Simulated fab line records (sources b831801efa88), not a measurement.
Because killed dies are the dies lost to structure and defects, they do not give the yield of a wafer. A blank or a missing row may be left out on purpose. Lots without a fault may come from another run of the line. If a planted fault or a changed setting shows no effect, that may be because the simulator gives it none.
fab line records	flow sky130
record lots=24	wafers=72	lastDay=50
route steps=708 shown METAL4@629 METAL5@662 PASSIVATION@682 PAD_OPEN@702
lots untouched by any fault: they come from a run of this same line in which no faults occurred
startH: hours from the record's opening day to when the first of the lot's shown wafers began	waitH: hours from the lot's prior step to this one	" identical to the entry in the row above	L1.1+2: several wafers, shown together as one row	- no value, or no start was given	* or withheld: withheld	< > ~ a bound
route shown NAME@n: a module of which the file shows steps, and the number in the route of the first	usual: average and standard deviation across the fault-free wafers	same: alike in all rows	chamber/n: place in a boat	sites: readings site by site	_std_site: how widely they spread, as a standard deviation	_edge_site: inner sites' mean taken away from outer sites' mean	radiusMm: how far each site lies from the wafer's centre	mask NAME#n: copy n	behind: the tool/chamber that last shaped the wafer	hold: why the lot was held/for how many hours/how that ended	device: the n, p or np transistor that did not switch	end of line: the route-end tests of the same wafers	for a step that has no rows: nothing shown but its recipe	killed: dies that structure and defects cost at the first sort, which is not the same as the wafer's yield	map: shows each die of a wafer: x if killed, . if not, _ if none is there
set.NAME: the run value of the setting; set.NAME@STEP: its run value at that earlier step	model.NAME: the simulator's own value behind a step, which no gauge read
the route's steps for a sample of lots (tables are steps, rows are wafers)
services: a tool's chamber out of use, with start hour (startH, from the record's first day; less than 0 if before it), hours out, and reason
## steps
# step SKY_METAL4_CD_MEAS_13
# recipe targetCdNm=300
# usual cdNm=299.6/1.5
lot.wafer	tool	chamber	startH	waitH	cdNm
L074.2	cdSem-02	-	976.93	-	300.6
L074.5	"	-	"	"	301.3
L074.6	"	-	"	"	300.9
L075.1	cdSem-02	-	988.62	-	296.9
L075.3	"	-	"	"	298.1
L075.4	"	-	"	"	297.4
L076.3	cdSem-01	-	993.04	-	301.1
L076.4	"	-	"	"	299.4
L076.5	"	-	"	"	299.7
L077.4	cdSem-02	-	995.01	-	299.9
L077.5	"	-	"	"	299.1
L077.6	"	-	"	"	298.2
L078.4	cdSem-02	-	1018.92	-	297.3
L078.5	"	-	"	"	298.5
L078.6	"	-	"	"	298.9
L079.1	cdSem-02	-	1024.06	-	299.3
L079.3	"	-	"	"	300.8
L079.5	"	-	"	"	300.4
L081.2	cdSem-01	-	1034.08	-	299.4
L081.4	"	-	"	"	300.5
L081.6	"	-	"	"	301.6
L080.2	cdSem-01	-	1034.47	-	301.9
L080.5	"	-	"	"	299.7
L080.6	"	-	"	"	299.5
L082.1	cdSem-02	-	1037.75	-	299.3
L082.2	"	-	"	"	301.1
L082.4	"	-	"	"	300.6
L083.3	cdSem-01	-	1044.65	-	300.7
L083.5	"	-	"	"	299.7
L083.6	"	-	"	"	300.4
L084.1	cdSem-02	-	1051.55	-	298.3
L084.5	"	-	"	"	298.7
L084.6	"	-	"	"	297.2
L085.2	cdSem-02	-	1062.27	-	297.3
L085.4	"	-	"	"	298.4
L085.5	"	-	"	"	298.2
L086.1	cdSem-02	-	1064.31	-	299.1
L086.3	"	-	"	"	299.6
L086.6	"	-	"	"	299.2
L087.1	cdSem-01	-	1071.51	-	299.0
L087.2	"	-	"	"	299.6
L087.4	"	-	"	"	298.5
L088.1	cdSem-02	-	1077.50	-	297.9
L088.3	"	-	"	"	298.5
L088.5	"	-	"	"	298.3
L090.3	cdSem-02	-	1091.49	-	298.9
L090.4	"	-	"	"	298.7
L090.6	"	-	"	"	301.2
L089.3	cdSem-01	-	1091.55	-	302.9
L089.5	"	-	"	"	304.0
L089.6	"	-	"	"	302.6
L091.3	cdSem-02	-	1094.09	-	299.7
L091.4	"	-	"	"	299.5
L091.6	"	-	"	"	300.8
L092.1	cdSem-01	-	1096.80	-	297.9
L092.5	"	-	"	"	297.9
L092.6	"	-	"	"	298.7
L093.2	cdSem-01	-	1100.27	-	300.7
L093.4	"	-	"	"	301.7
L093.6	"	-	"	"	299.4
L094.3	cdSem-02	-	1103.69	-	301.8
L094.5	"	-	"	"	300.9
L094.6	"	-	"	"	300.3
L095.2	cdSem-02	-	1106.45	-	299.7
L095.4	"	-	"	"	298.4
L095.6	"	-	"	"	298.6
L096.1	cdSem-01	-	1121.71	-	296.4
L096.3	"	-	"	"	298.0
L096.4	"	-	"	"	296.8
L097.1	cdSem-01	-	1125.45	-	299.9
L097.3	"	-	"	"	301.6
L097.5	"	-	"	"	299.3
# step SKY_METAL4_OVL_MEAS_14
# usual METAL4_OVL=-2/5.1
lot.wafer	tool	chamber	startH	waitH	METAL4_OVL[nm]
L074.2	overlay-02	-	977.04	0.1	-12
L074.5	"	-	"	"	0
L074.6	"	-	"	"	-14
L075.1	overlay-02	-	988.74	0.1	4
L075.3	"	-	"	"	0
L075.4	"	-	"	"	2
L076.3	overlay-01	-	993.13	0.1	2
L076.4	"	-	"	"	-3
L076.5	"	-	"	"	-1
L077.4	overlay-02	-	995.09	0.1	-2
L077.5	"	-	"	"	-4
L077.6	"	-	"	"	-4
L078.4	overlay-01	-	1019.00	0.1	3
L078.5	"	-	"	"	4
L078.6	"	-	"	"	3
L079.1	overlay-02	-	1024.18	0.1	-17
L079.3	"	-	"	"	-14
L079.5	"	-	"	"	-14
L081.2	overlay-01	-	1034.19	0.1	-6
L081.4	"	-	"	"	-6
L081.6	"	-	"	"	2
L080.2	overlay-01	-	1034.58	0.1	-1
L080.5	"	-	"	"	-7
L080.6	"	-	"	"	-1
L082.1	overlay-01	-	1037.87	0.1	2
L082.2	"	-	"	"	3
L082.4	"	-	"	"	5
L083.3	overlay-01	-	1044.74	0.1	-1
L083.5	"	-	"	"	3
L083.6	"	-	"	"	5
L084.1	overlay-01	-	1051.67	0.1	-6
L084.5	"	-	"	"	-3
L084.6	"	-	"	"	-3
L085.2	overlay-02	-	1062.38	0.1	3
L085.4	"	-	"	"	1
L085.5	"	-	"	"	-5
L086.1	overlay-02	-	1064.43	0.1	-8
L086.3	"	-	"	"	0
L086.6	"	-	"	"	3
L087.1	overlay-01	-	1071.63	0.1	-10
L087.2	"	-	"	"	-9
L087.4	"	-	"	"	-3
L088.1	overlay-02	-	1077.62	0.1	-12
L088.3	"	-	"	"	-9
L088.5	"	-	"	"	-4
L090.3	overlay-01	-	1091.58	0.1	-4
L090.4	"	-	"	"	-2
L090.6	"	-	"	"	3
L089.3	overlay-02	-	1091.64	0.1	3
L089.5	"	-	"	"	-4
L089.6	"	-	"	"	-3
L091.3	overlay-02	-	1094.18	0.1	-8
L091.4	"	-	"	"	-9
L091.6	"	-	"	"	2
L092.1	overlay-02	-	1096.92	0.1	-3
L092.5	"	-	"	"	-4
L092.6	"	-	"	"	2
L093.2	overlay-02	-	1100.38	0.1	3
L093.4	"	-	"	"	-5
L093.6	"	-	"	"	-5
L094.3	overlay-01	-	1103.78	0.1	-5
L094.5	"	-	"	"	-9
L094.6	"	-	"	"	-1
L095.2	overlay-01	-	1106.55	0.1	-5
L095.4	"	-	"	"	-8
L095.6	"	-	"	"	-4
L096.1	overlay-01	-	1121.83	0.1	8
L096.3	"	-	"	"	-2
L096.4	"	-	"	"	9
L097.1	overlay-02	-	1125.57	0.1	1
L097.3	"	-	"	"	6
L097.5	"	-	"	"	4
# step SKY_METAL5_SPUTTER_01
# recipe material=TiN	targetThkNm=20	powerW=6500	timeS=16.7	chamberPressurePa=0.4
# usual throttleValvePct=29.9/1.3
lot.wafer	tool	chamber	startH	waitH	throttleValvePct
L074.2	pvdSputter-01	-	1002.52	0.0	31.2
L074.5	"	-	"	"	31.5
L074.6	"	-	"	"	29.7
L075.1	pvdSputter-02	-	1015.22	0.0	30.9
L075.3	"	-	"	"	28.6
L075.4	"	-	"	"	28.8
L076.3	pvdSputter-02	-	1018.53	0.0	30.8
L076.4	"	-	"	"	28.9
L076.5	"	-	"	"	28.6
L077.4	pvdSputter-01	-	1020.34	0.0	30.6
L077.5	"	-	"	"	31.1
L077.6	"	-	"	"	30.5
L078.4	pvdSputter-04	-	1045.30	0.0	29.3
L078.5	"	-	"	"	28.6
L078.6	"	-	"	"	32.4
L079.1	pvdSputter-04	-	1049.59	0.0	32.3
L079.3	"	-	"	"	28.4
L079.5	"	-	"	"	32.0
L081.2	pvdSputter-02	-	1059.59	0.0	29.0
L081.4	"	-	"	"	30.6
L081.6	"	-	"	"	29.2
L080.2	pvdSputter-04	-	1059.89	0.0	32.2
L080.5	"	-	"	"	28.6
L080.6	"	-	"	"	28.8
L082.1	pvdSputter-02	-	1062.66	0.0	28.4
L082.2	"	-	"	"	29.3
L082.4	"	-	"	"	30.6
L083.3	pvdSputter-02	-	1069.08	0.0	29.1
L083.5	"	-	"	"	29.2
L083.6	"	-	"	"	30.6
L084.1	pvdSputter-02	-	1076.67	0.0	30.7
L084.5	"	-	"	"	28.7
L084.6	"	-	"	"	30.9
L085.2	pvdSputter-02	-	1086.68	0.0	28.3
L085.4	"	-	"	"	29.1
L085.5	"	-	"	"	28.4
L086.1	pvdSputter-01	-	1088.18	0.0	30.6
L086.3	"	-	"	"	31.3
L086.6	"	-	"	"	31.4
L087.1	pvdSputter-01	-	1095.54	0.0	31.4
L087.2	"	-	"	"	30.4
L087.4	"	-	"	"	30.7
L088.1	pvdSputter-02	-	1100.64	0.0	29.3
L088.3	"	-	"	"	28.9
L088.5	"	-	"	"	30.7
L089.3	pvdSputter-04	-	1114.69	0.0	28.5
L089.5	"	-	"	"	29.8
L089.6	"	-	"	"	28.6
L090.3	pvdSputter-01	-	1114.99	0.0	32.2
L090.4	"	-	"	"	30.4
L090.6	"	-	"	"	32.4
L091.3	pvdSputter-01	-	1117.25	0.0	30.6
L091.4	"	-	"	"	32.3
L091.6	"	-	"	"	30.5
L092.1	pvdSputter-01	-	1120.08	0.0	29.7
L092.5	"	-	"	"	29.7
L092.6	"	-	"	"	31.3
L093.2	pvdSputter-02	-	1122.78	0.0	30.7
L093.4	"	-	"	"	29.2
L093.6	"	-	"	"	28.3
L094.3	pvdSputter-02	-	1127.47	0.0	29.0
L094.5	"	-	"	"	29.4
L094.6	"	-	"	"	28.8
L095.2	pvdSputter-04	-	1129.27	0.0	32.1
L095.4	"	-	"	"	29.0
L095.6	"	-	"	"	28.6
L096.1	pvdSputter-02	-	1143.96	0.0	28.6
L096.3	"	-	"	"	29.0
L096.4	"	-	"	"	28.7
L097.1	pvdSputter-04	-	1147.25	0.0	32.2
L097.3	"	-	"	"	28.5
L097.5	"	-	"	"	32.2
# step SKY_PASSIVATION_THK_MEAS_01
# recipe reads=SiO2_of_PASSIVATION_CVD_00
# usual PASSIVATION_CVD_00_THK=89.8/1.3
lot.wafer	tool	chamber	startH	waitH	PASSIVATION_CVD_00_THK[nm]
L074.2	filmMetro-02	-	1025.70	-	89.7
L074.5	"	-	"	"	89.9
L074.6	"	-	"	"	89.9
L075.1	filmMetro-01	-	1038.57	-	89.3
L075.3	"	-	"	"	89.0
L075.4	"	-	"	"	89.6
L076.3	filmMetro-03	-	1042.26	-	89.3
L076.4	"	-	"	"	91.8
L076.5	"	-	"	"	91.8
L077.4	filmMetro-03	-	1043.61	-	91.2
L077.5	"	-	"	"	92.5
L077.6	"	-	"	"	91.9
L078.4	filmMetro-01	-	1067.62	-	92.1
L078.5	"	-	"	"	92.3
L078.6	"	-	"	"	91.0
L079.1	filmMetro-01	-	1071.58	-	88.2
L079.3	"	-	"	"	88.1
L079.5	"	-	"	"	90.2
L081.2	filmMetro-02	-	1082.01	-	87.7
L081.4	"	-	"	"	89.4
L081.6	"	-	"	"	88.1
L080.2	filmMetro-01	-	1082.46	-	88.9
L080.5	"	-	"	"	90.5
L080.6	"	-	"	"	91.4
L082.1	filmMetro-01	-	1085.00	-	87.4
L082.2	"	-	"	"	88.3
L082.4	"	-	"	"	90.4
L083.3	filmMetro-02	-	1090.58	-	88.2
L083.5	"	-	"	"	89.3
L083.6	"	-	"	"	89.7
L084.1	filmMetro-01	-	1098.28	-	89.9
L084.5	"	-	"	"	90.8
L084.6	"	-	"	"	90.8
L085.2	filmMetro-02	-	1108.00	-	86.9
L085.4	"	-	"	"	88.0
L085.5	"	-	"	"	88.8
L086.1	filmMetro-01	-	1109.24	-	90.5
L086.3	"	-	"	"	89.4
L086.6	"	-	"	"	91.0
L087.1	filmMetro-01	-	1116.39	-	88.8
L087.2	"	-	"	"	89.6
L087.4	"	-	"	"	91.5
L088.1	filmMetro-01	-	1122.24	-	88.9
L088.3	"	-	"	"	89.4
L088.5	"	-	"	"	89.9
L089.3	filmMetro-03	-	1135.04	-	90.3
L089.5	"	-	"	"	91.9
L089.6	"	-	"	"	92.9
L090.3	filmMetro-02	-	1135.79	-	89.4
L090.4	"	-	"	"	89.5
L090.6	"	-	"	"	90.9
L091.3	filmMetro-03	-	1137.16	-	91.8
L091.4	"	-	"	"	91.4
L091.6	"	-	"	"	92.1
L092.1	filmMetro-03	-	1140.40	-	89.1
L092.5	"	-	"	"	90.3
L092.6	"	-	"	"	89.5
L093.2	filmMetro-02	-	1143.10	-	88.6
L093.4	"	-	"	"	89.7
L093.6	"	-	"	"	90.1
L094.3	filmMetro-03	-	1146.98	-	89.6
L094.5	"	-	"	"	91.9
L094.6	"	-	"	"	91.1
L095.2	filmMetro-03	-	1149.49	-	88.3
L095.4	"	-	"	"	89.6
L095.6	"	-	"	"	89.3
L096.1	filmMetro-02	-	1162.65	-	90.9
L096.3	"	-	"	"	90.3
L096.4	"	-	"	"	90.8
L097.1	filmMetro-03	-	1165.98	-	89.0
L097.3	"	-	"	"	89.2
L097.5	"	-	"	"	90.0
# step SKY_PAD_OPEN_STRIP_08
# recipe chemistry=O2/N2	powerW=1400	pressureMtorr=1500	platenTempC=withheld	overashFraction=0.7	o2FlowSccm=3000	n2FlowSccm=300
# usual drypumpMotorCurrentA=5.7/0.44	n2FlowSccm=300.0/0.93	oesProductAu=0.663/0.0043
lot.wafer	tool	chamber	startH	waitH	drypumpMotorCurrentA	n2FlowSccm	oesProductAu	rfHoursCounterH
L074.2	plasmaAsher-03	1	1069.28	0.1	5.4	299.4	0.659	33
L074.5	"	0	"	"	6.4	301.1	0.665	-
L074.6	"	1	"	"	5.4	299.1	0.663	-
L075.1	plasmaAsher-03	0	1081.92	0.1	6.4	300.7	0.669	35
L075.3	"	1	"	"	5.4	298.7	0.664	-
L075.4	"	0	"	"	6.4	301.1	0.661	-
L076.3	plasmaAsher-01	1	1085.16	0.1	5.5	299.2	0.659	-
L076.4	"	0	"	"	5.2	299.5	0.675	-
L076.5	"	1	"	"	5.5	300.1	0.667	-
L077.4	plasmaAsher-03	0	1086.65	0.1	6.4	300.3	0.656	-
L077.5	"	1	"	"	5.4	300.4	0.665	-
L077.6	"	0	"	"	6.4	299.9	0.660	-
L078.4	plasmaAsher-04	1	1108.41	0.1	5.9	298.7	0.660	-
L078.5	"	0	"	"	5.7	299.1	0.661	-
L078.6	"	1	"	"	5.9	299.3	0.658	-
L079.1	plasmaAsher-01	0	1112.81	0.1	5.2	300.1	0.661	63
L079.3	"	1	"	"	5.5	299.0	0.663	-
L079.5	"	0	"	"	5.2	299.8	0.658	-
L081.2	plasmaAsher-03	0	1122.13	0.1	6.4	297.7	0.656	38
L081.4	"	0	"	"	6.4	300.2	0.665	-
L081.6	"	1	"	"	5.4	300.0	0.666	-
L080.2	plasmaAsher-03	0	1122.61	0.1	6.4	299.1	0.664	38
L080.5	"	1	"	"	5.4	298.1	0.664	-
L080.6	"	0	"	"	6.4	299.7	0.657	-
L082.1	plasmaAsher-04	1	1125.21	0.1	5.8	299.7	0.664	102
L082.2	"	0	"	"	5.6	298.8	0.673	102
L082.4	"	1	"	"	5.8	299.5	0.662	-
L083.3	plasmaAsher-03	1	1130.94	0.1	5.4	300.1	0.657	-
L083.5	"	0	"	"	6.4	299.5	0.664	-
L083.6	"	1	"	"	5.4	298.8	0.664	-
L084.1	plasmaAsher-01	0	1137.88	0.1	5.2	298.1	0.664	65
L084.5	"	1	"	"	5.4	299.1	0.664	-
L084.6	"	0	"	"	5.2	300.0	0.658	-
L085.2	plasmaAsher-04	1	1146.88	0.1	5.8	299.8	0.655	104
L085.4	"	0	"	"	5.6	299.7	0.659	-
L085.5	"	0	"	"	5.6	299.0	0.662	-
L086.1	plasmaAsher-01	0	1148.41	0.1	5.2	298.9	0.669	65
L086.3	"	1	"	"	5.5	299.0	0.673	-
L086.6	"	0	"	"	5.2	298.1	0.653	-
L087.1	plasmaAsher-01	0	1154.77	0.1	5.2	299.1	0.662	66
L087.2	"	1	"	"	5.5	300.2	0.666	66
L087.4	"	0	"	"	5.2	300.4	0.656	-
L088.1	plasmaAsher-04	1	1160.36	0.1	5.8	300.2	0.661	105
L088.3	"	0	"	"	5.6	302.2	0.665	-
L088.5	"	0	"	"	5.6	301.5	0.662	-
L089.3	plasmaAsher-04	0	1171.81	0.1	5.6	300.1	0.664	-
L089.5	"	1	"	"	5.8	298.9	0.663	-
L089.6	"	0	"	"	5.6	300.1	0.663	-
L090.3	plasmaAsher-03	0	1172.09	0.1	6.4	300.9	0.659	-
L090.4	"	1	"	"	5.4	300.0	0.664	-
L090.6	"	0	"	"	6.4	300.0	0.664	-
L091.3	plasmaAsher-03	1	1174.05	0.1	5.4	300.4	0.663	-
L091.4	"	0	"	"	6.5	301.8	0.660	-
L091.6	"	0	"	"	6.4	301.4	0.656	-
L092.1	plasmaAsher-04	0	1176.63	0.1	5.7	300.6	0.669	108
L092.5	"	0	"	"	5.7	301.3	0.665	-
L092.6	"	1	"	"	5.8	298.8	0.661	-
L093.2	plasmaAsher-01	1	1179.03	0.1	5.5	299.0	0.665	67
L093.4	"	0	"	"	5.2	299.1	0.666	-
L093.6	"	1	"	"	5.5	299.8	0.656	-
L094.3	plasmaAsher-03	0	1182.24	0.1	6.4	300.8	0.664	-
L094.5	"	1	"	"	5.4	299.8	0.659	-
L094.6	"	0	"	"	6.4	302.0	0.666	-
L095.2	plasmaAsher-01	1	1184.87	0.1	5.4	300.2	0.661	68
L095.4	"	0	"	"	5.2	300.7	0.658	-
L095.6	"	1	"	"	5.4	302.4	0.650	-
L096.1	plasmaAsher-03	1	1195.66	0.1	5.4	300.3	0.670	46
L096.3	"	0	"	"	6.4	300.2	0.664	-
L096.4	"	1	"	"	5.4	300.5	0.663	-
L097.1	plasmaAsher-03	1	1198.41	0.1	5.4	301.4	0.658	46
L097.3	"	0	"	"	6.4	300.9	0.658	-
L097.5	"	0	"	"	6.4	300.6	0.653	-
# step SKY_PAD_OPEN_BOW_MEAS_13
# recipe mode=bow
# usual PAD_OPEN_BOW=47/10
lot.wafer	tool	chamber	startH	waitH	PAD_OPEN_BOW[um]
L074.2	filmMetro-04	-	1071.39	-	65
L074.5	"	-	"	"	53
L074.6	"	-	"	"	53
L075.1	filmMetro-01	-	1084.01	-	62
L075.3	"	-	"	"	48
L075.4	"	-	"	"	53
L076.3	filmMetro-01	-	1087.27	-	47
L076.4	"	-	"	"	52
L076.5	"	-	"	"	44
L077.4	filmMetro-01	-	1088.77	-	60
L077.5	"	-	"	"	48
L077.6	"	-	"	"	51
L078.4	filmMetro-03	-	1110.57	-	65
L078.5	"	-	"	"	53
L078.6	"	-	"	"	62
L079.1	filmMetro-03	-	1114.92	-	48
L079.3	"	-	"	"	47
L079.5	"	-	"	"	37
L081.2	filmMetro-04	-	1124.24	-	48
L081.4	"	-	"	"	45
L081.6	"	-	"	"	49
L080.2	filmMetro-04	-	1124.75	-	30
L080.5	"	-	"	"	30
L080.6	"	-	"	"	45
L082.1	filmMetro-04	-	1127.34	-	44
L082.2	"	-	"	"	43
L082.4	"	-	"	"	46
L083.3	filmMetro-03	-	1133.04	-	35
L083.5	"	-	"	"	44
L083.6	"	-	"	"	46
L084.1	filmMetro-04	-	1140.91	-	60
L084.5	"	-	"	"	52
L084.6	"	-	"	"	46
L085.2	filmMetro-03	-	1148.99	-	42
L085.4	"	-	"	"	47
L085.5	"	-	"	"	57
L086.1	filmMetro-03	-	1150.90	-	39
L086.3	"	-	"	"	27
L086.6	"	-	"	"	17
L087.1	filmMetro-03	-	1156.93	-	59
L087.2	"	-	"	"	61
L087.4	"	-	"	"	50
L088.1	filmMetro-03	-	1162.45	-	32
L088.3	"	-	"	"	25
L088.5	"	-	"	"	37
L090.3	filmMetro-01	-	1174.19	-	43
L090.4	"	-	"	"	49
L090.6	"	-	"	"	42
L089.3	filmMetro-04	-	1175.69	-	55
L089.5	"	-	"	"	49
L089.6	"	-	"	"	40
L091.3	filmMetro-04	-	1177.19	-	43
L091.4	"	-	"	"	34
L091.6	"	-	"	"	47
L092.1	filmMetro-01	-	1179.13	-	53
L092.5	"	-	"	"	39
L092.6	"	-	"	"	43
L093.2	filmMetro-03	-	1181.14	-	41
L093.4	"	-	"	"	52
L093.6	"	-	"	"	40
L094.3	filmMetro-03	-	1184.34	-	41
L094.5	"	-	"	"	36
L094.6	"	-	"	"	45
L095.2	filmMetro-03	-	1186.98	-	55
L095.4	"	-	"	"	62
L095.6	"	-	"	"	56
L096.1	filmMetro-04	-	1198.01	-	60
L096.3	"	-	"	"	50
L096.4	"	-	"	"	49
L097.1	filmMetro-04	-	1200.63	-	70
L097.3	"	-	"	"	64
L097.5	"	-	"	"	53
## services
tool	chamber	startH	hours	kind
pvdSputter-02	-	990.41	23.1	repair
plasmaAsher-01	-	994.69	2.8	pm
pvdSputter-01	-	994.80	1.1	repair
plasmaAsher-01	-	1044.18	28.1	pm
plasmaAsher-04	-	1074.89	2.0	repair
pvdSputter-04	-	1087.03	4.9	repair
plasmaAsher-03	-	1103.54	2.8	pm
plasmaAsher-01	-	1118.21	4.0	pm
pvdSputter-04	-	1145.82	0.5	repair
plasmaAsher-01	-	1161.60	13.8	repair
pvdSputter-04	-	1185.28	2.0	repair
## key
fault none
